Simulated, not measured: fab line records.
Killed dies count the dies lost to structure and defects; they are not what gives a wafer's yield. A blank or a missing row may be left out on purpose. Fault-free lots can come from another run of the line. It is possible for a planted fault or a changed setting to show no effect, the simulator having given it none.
Comparing a struck lot with a sound one || flow gf180mcu || 15 steps out of a route of 602
Sound: the wafers L664.1, L664.3, L664.6. Struck: wafer L680.4; the same lot's L680.2 was not struck, so it is left out; see the end for the cause.
Per side, at each step with rows, come the tool, then ch with its chambers, and then its first start. Under that, the readings that differ: sound wafers || struck wafers || difference of the means || sigmas: that difference in standard deviations of wafers without a fault.
alike: same words and numbers on both sides, and readings whose means sit less than 2 such deviations apart. not compared: any withheld reading, any reading some wafer has no value for, any bound like >300 that may hide the same value, and any number with overlapping values for which the record gives no deviation.
A row with sigmas, a row that says differs or no value, or rows on one side alone: a step with any of these is where the two part. When numbers do not overlap yet have no deviation, they are printed without sigmas and do not part them. A reading missing from all wafers of one side parts the sides only when that side holds two or more wafers.

GF_V2_OVL_MEAS_15:
  sound: overlay-02 at day 23 09:51; struck: overlay-01 at day 28 04:42
  alike: V2_OVL
GF_V2_ETCH_16: etches BARC in N2/H2.
  sound on rie_diel-02 ch 0,2,3, day 23 09:53; struck on rie_diel-02 ch 1, day 28 04:44
  alike: drypump_motor_current_A, oes_product_au, throttle_valve_pct
GF_V2_ETCH_17: etches SiO2 in C4F8/O2/Ar, stops on TiN, target depth 630 nm.
  sound: rie_diel-02 ch 0,2,3; struck: rie_diel-02 ch 1
  alike: oes_product_au
GF_V2_STRIP_18: strips in O2/N2.
  sound on plasma_asher-04 ch 0,1, day 23 10:01; struck on plasma_asher-04 ch 0, day 28 04:52
  alike: drypump_motor_current_A, heater_power_w, oes_product_au
  not compared: rf_hours_counter_h
then, 2 steps without rows for these wafers: GF_V2_STRIP_19 (strips in post etch residue remover, time 1200 s); GF_V2_CLEAN_20 (cleans in DIW).
GF_V2_SPUTTER_21: material Ti, target thk 15 nm, time 80.02 s.
  sound: pvd_sputter-03 at day 23 10:34; struck: pvd_sputter-02 at day 28 05:24
{"reading": "throttle_valve_pct (%)", "sound": "28.9 29.6 29.8", "struck": 32.9, "difference": "+3.5", "sigmas": "+3"}
then, 1 step without rows for these wafers: GF_V2_SPUTTER_22 (material TiN, target thk 10 nm, time 40 s).
GF_V2_CVD_23: deposits W, target thk 350 nm, time 104.94 s.
  sound on cvd_w-01 ch 0, day 23 10:40; struck on cvd_w-01 ch 0, day 28 05:30
  alike: heater_power_w
GF_V2_RS_MEAS_24: a four-point-probe measurement.
  sound: film_metro-04 at day 23 10:46; struck: film_metro-01 at day 28 05:38
  alike: V2_W_RS
GF_V2_THK_MEAS_25: measures by xrf.
  sound: film_metro-04 at day 23 10:53; struck: film_metro-01 at day 28 05:44
  alike: V2_W_THK
then, 1 step without rows for these wafers: GF_V2_CMP_26 (polishes, stops on SiO2, t overpolish 15 s, target thk 0 nm).
GF_M3_SPUTTER_00: material Ti, target thk 37.5 nm, time 150 s.
  sound: pvd_sputter-04 at day 23 11:15; struck: pvd_sputter-03 at day 28 06:05
{"reading": "model.Ti_of_M3_SPUTTER_00.thk_nm (nm)", "sound": "37.25 37.45 37.51", "struck": 47.32, "difference": "+9.92", "sigmas": ""}
  alike: throttle_valve_pct
then, 2 steps without rows for these wafers: GF_M3_SPUTTER_01 (material TiN, target thk 30 nm, time 25 s); GF_PASSIVATION_PROBE_99.

== WHERE THEY PART ==
Within this record, at GF_V2_SPUTTER_21 only. Later steps at which nothing parts them and some readings are alike: GF_V2_CVD_23, GF_V2_RS_MEAS_24, GF_V2_THK_MEAS_25, GF_M3_SPUTTER_00.

WHY: what had been put in by the simulator
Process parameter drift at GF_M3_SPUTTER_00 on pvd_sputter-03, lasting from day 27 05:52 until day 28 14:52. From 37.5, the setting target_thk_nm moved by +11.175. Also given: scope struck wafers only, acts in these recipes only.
